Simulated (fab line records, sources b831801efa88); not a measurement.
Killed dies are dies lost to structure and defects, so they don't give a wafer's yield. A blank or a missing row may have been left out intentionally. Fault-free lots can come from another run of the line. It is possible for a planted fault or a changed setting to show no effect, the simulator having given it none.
The tool behind it: which one? | flow sky130 | 38 wafers sampled from 13 lots at 1 step of a route of 708

== WHAT EACH GAUGE READ, for each wafer ==
SKY_CAP2M_THK_MEAS_04: measures by xrf.
lot  | measured     | on            | CAP2M_TIN_THK (nm)
L321 | day 39 21:19 | film metro-03 | 202.1 203.1 202.6
L320 | day 39 21:25 | film metro-02 | 198.5 198.0 196.5
L322 | day 40 04:20 | film metro-03 | 200.0 204.1 201.6
L323 | day 40 12:57 | film metro-03 | 198.2 203.2 199.8
L326 | day 41 11:44 | film metro-04 | 201.0 199.7
L334 | day 43 21:43 | film metro-03 | 198.4 199.1 199.4
L337 | day 45 03:32 | film metro-03 | 196.8 198.7 199.5
L339 | day 45 07:05 | film metro-03 | 198.1 198.4 197.7
L340 | day 45 11:05 | film metro-02 | 202.5 202.2 200.5
L338 | day 45 12:56 | film metro-04 | 201.4 201.1 201.0
L341 | day 45 15:38 | film metro-04 | 196.3 198.1 197.4
L342 | day 46 01:08 | film metro-04 | 204.5 204.5 206.1
L343 | day 46 06:34 | film metro-04 | 201.8 200.8 201.7

== TOOL THAT RAN EACH LOT (tool first, then ch and the chambers of the sampled wafers, then the start) ==
Record: no process step prior to these readings.

== AS READ BY THE TOOLS THEMSELVES (means over the sampled wafers that have a number; for cases with no such wafer, the mark the record gives instead) ==
The record holds no such reading with a usual standard deviation.

== THE ANSWER, worked out from the rows above alone ==
Rule: what is usual is taken from the lots themselves. The widest of any qualifying gaps counts: lots, ordered by their means at a reading, are off when they make up no more than a third of the lots, leave a main group of 4 or more, and stand apart from it by 3 or more times the standard deviation of that group's means. A main group whose means are all the same, to the digits that the tables above print for the reading, isn't used. A lot without any number at a reading at which 4 lots or more have one is off too. Any other lot the step has rows for is counted as sound. The gauges are gone through in route order, then the tools' own readings, and for those a lot's mean is taken as printed above. At the first step where some lot is off, the reading lying furthest off is the one used; lots without a number count as furthest.
Nothing can be told from this: no lot is off at any reading shown.

== WHAT HAD BEEN PUT IN BY THE SIMULATOR ==
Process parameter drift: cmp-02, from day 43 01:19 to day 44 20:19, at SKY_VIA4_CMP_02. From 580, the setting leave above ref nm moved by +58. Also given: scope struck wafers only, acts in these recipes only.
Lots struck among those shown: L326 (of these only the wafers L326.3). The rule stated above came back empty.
